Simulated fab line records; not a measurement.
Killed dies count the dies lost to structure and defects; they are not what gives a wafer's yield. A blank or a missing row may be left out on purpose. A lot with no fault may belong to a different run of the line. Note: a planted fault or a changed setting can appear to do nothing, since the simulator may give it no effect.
Chamber matching :: flow sfq line :: 4 sister chambers for SFQ_TRILAYER_I7_CMP_CMP_184 on cmp-01
The step polishes SiO2. 7 wafers are shown with their chamber, then 7 later ones without.

## WAFERS PAIRED WITH THEIR CHAMBERS
wafer: L962.2
chamber: 3
motor current A (A): 10.3
edge zone pressure frac: 0.996

wafer: L962.3
chamber: 0
motor current A (A): 11.7
edge zone pressure frac: 0.998

wafer: L968.4
chamber: 3
motor current A (A): 10.6
edge zone pressure frac: 0.997

wafer: L971.5
chamber: 1
motor current A (A): 9.1
edge zone pressure frac: 1.010

wafer: L971.6
chamber: 2
motor current A (A): 11.2
edge zone pressure frac: 0.993

wafer: L973.3
chamber: 2
motor current A (A): 10.4
edge zone pressure frac: 1.001

wafer: L973.4
chamber: 1
motor current A (A): 8.9
edge zone pressure frac: 0.999

## WAFERS MISSING THEIR CHAMBER
wafer: L973.5
motor current A (A): 11.2
edge zone pressure frac: 0.999

wafer: L976.4
motor current A (A): 11.2
edge zone pressure frac: 1.001

wafer: L976.2
motor current A (A): 8.7
edge zone pressure frac: 0.994

wafer: L976.5
motor current A (A): 10.0
edge zone pressure frac: 1.002

wafer: L979.1
motor current A (A): 9.3
edge zone pressure frac: 0.995

wafer: L979.2
motor current A (A): 11.5
edge zone pressure frac: 0.995

wafer: L979.6
motor current A (A): 10.6
edge zone pressure frac: 1.006

## WHICH CHAMBER EACH ONE RAN IN
wafer: L973.5
from the rows above: can't be placed: 2 or 0 or 3
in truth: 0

wafer: L976.4
from the rows above: can't be placed: 2 or 0 or 3
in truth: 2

wafer: L976.2
from the rows above: 1
in truth: 1

wafer: L976.5
from the rows above: can't be placed: 3 or 2 or 1
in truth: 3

wafer: L979.1
from the rows above: can't be placed: 1 or 3
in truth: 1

wafer: L979.2
from the rows above: can't be placed: 0 or 2
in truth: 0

wafer: L979.6
from the rows above: can't be placed: 2 or 3 or 0
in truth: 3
Correctly placed: 1 of 7. From these rows, 6 cannot be placed; in 6 the true chamber is one of the candidates. Wrongly placed: 0.
How it was worked out, from the rows above alone: a wafer's distance from a chamber is the root of the sum, over the readings, of the square of ((its reading less the chamber's mean) divided by the reading's scatter). If the next closest chamber is less than 2 further off than the closest, the wafer can't be placed; otherwise it belongs to the closest. Each chamber's mean is taken over the wafers shown for it. How the scatter is found: for the shown wafers, subtract from each reading the mean of its chamber, square and add these, divide the total by (wafers less chambers), then take the root.
